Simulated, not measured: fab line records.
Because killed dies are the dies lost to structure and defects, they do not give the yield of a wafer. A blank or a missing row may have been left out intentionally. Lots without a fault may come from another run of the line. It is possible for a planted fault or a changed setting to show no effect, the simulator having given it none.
A lot that was struck, set against a sound lot + flow gf180mcu + 15 out of 602 route steps
Sound: the wafers L250.3, L250.5, L250.6. Struck: wafer L243.4. (L243.5 of the same lot was not struck and is left out.) The cause comes at the end.
For every step that has rows: the tool of each side, followed by ch and its chambers, followed by its first start. Under that, the readings that differ: sound wafers + struck wafers + difference of the means + sigmas: that difference in standard deviations of wafers without a fault.
alike: same words and numbers on both sides, and readings whose means sit less than 2 such deviations apart. not compared: any withheld reading, any reading some wafer has no value for, any bound like >300 that may hide the same value, and any number with overlapping values for which the record gives no deviation.
Wherever a step has rows on one side only, a row that says differs or no value, or a row with sigmas, the two part there. Numbers that don't overlap but have no deviation are shown without sigmas and don't part them. Lack of a reading on every wafer of one side parts them only where that side has two or more wafers.

GF_V3_OVL_MEAS_15:
  sound on overlay-01, day 28 07:10; struck on overlay-01, day 26 12:25
  alike: V3_OVL
GF_V3_ETCH_16: etches BARC in N2/H2.
  sound on rie diel-04 ch 0,1,3, day 28 07:11; struck on rie diel-03 ch 3, day 26 12:26
| reading    | sound              | struck | difference | sigmas |
|------------|--------------------|--------|------------|--------|
| bias w (W) | 100.12 99.79 99.68 | 100.50 | +0.64      | +2     |
  alike: drypump motor current A, oes product au, throttle valve pct
then, 4 steps without rows for these wafers: GF_V3_ETCH_17 (etches SiO2 in C4F8/O2/Ar, stops on TiN, target depth 635 nm); GF_V3_STRIP_18 (strips in O2/N2); GF_V3_STRIP_19 (strips in post etch residue remover, time 1200 s); GF_V3_CLEAN_20 (cleans in DIW).
GF_V3_SPUTTER_21: material Ti, target thk 15 nm, time 80.02 s.
  sound on pvd sputter-01, day 28 07:51; struck on pvd sputter-01, day 26 13:06
  alike: throttle valve pct
GF_V3_SPUTTER_22: material TiN, target thk 10 nm, time 40 s.
  sound on pvd sputter-01, day 28 07:55; struck on pvd sputter-01, day 26 13:10
  alike: throttle valve pct
GF_V3_CVD_23: deposits W, target thk 350 nm, time 104.9 s.
  sound on cvd w-02 ch 0,1, day 28 07:59; struck on cvd w-02 ch 0, day 26 13:14
  alike: chamber pressure Torr, heater power w
GF_V3_RS_MEAS_24: uses a four-point probe to measure.
  sound on film metro-02, day 28 08:06; struck on film metro-04, day 26 13:22
  alike: V3_W_RS
GF_V3_THK_MEAS_25: measures by xrf.
  sound on film metro-02, day 28 08:12; struck on film metro-04, day 26 13:28
  alike: V3_W_THK
then, 1 step without rows for these wafers: GF_V3_CMP_26 (polishes, stops on SiO2, t overpolish 15 s, target thk 0 nm).
GF_M4_SPUTTER_00: material Ti, target thk 37.5 nm, time 150 s.
  sound on pvd sputter-04, day 28 08:32; struck on pvd sputter-02, day 26 13:50
| reading                               | sound             | struck | difference | sigmas |
|---------------------------------------|-------------------|--------|------------|--------|
| model.Ti_of_M4_SPUTTER_00.thk nm (nm) | 38.58 38.14 38.37 | 42.4   | +4.0       |        |
  alike: throttle valve pct
GF_M4_SPUTTER_01: material TiN, target thk 30 nm, time 25 s.
  sound on pvd sputter-04, day 28 08:38; struck on pvd sputter-02, day 26 13:54
  alike: throttle valve pct
-- the record jumps here: 6 days lie between the struck wafers' starts before and after (it left off in module M4 and takes up again in module PASSIVATION, whose first step shown is number 602 of the route) --
GF_PASSIVATION_PROBE_99:
  rows exist in the record for the struck wafers here (prober-01, day 32 11:28), but not for the sound ones

## WHERE THEY PART
Last at GF_PASSIVATION_PROBE_99 as far as this record goes, first at GF_V3_ETCH_16.

WHY: what had been put in by the simulator
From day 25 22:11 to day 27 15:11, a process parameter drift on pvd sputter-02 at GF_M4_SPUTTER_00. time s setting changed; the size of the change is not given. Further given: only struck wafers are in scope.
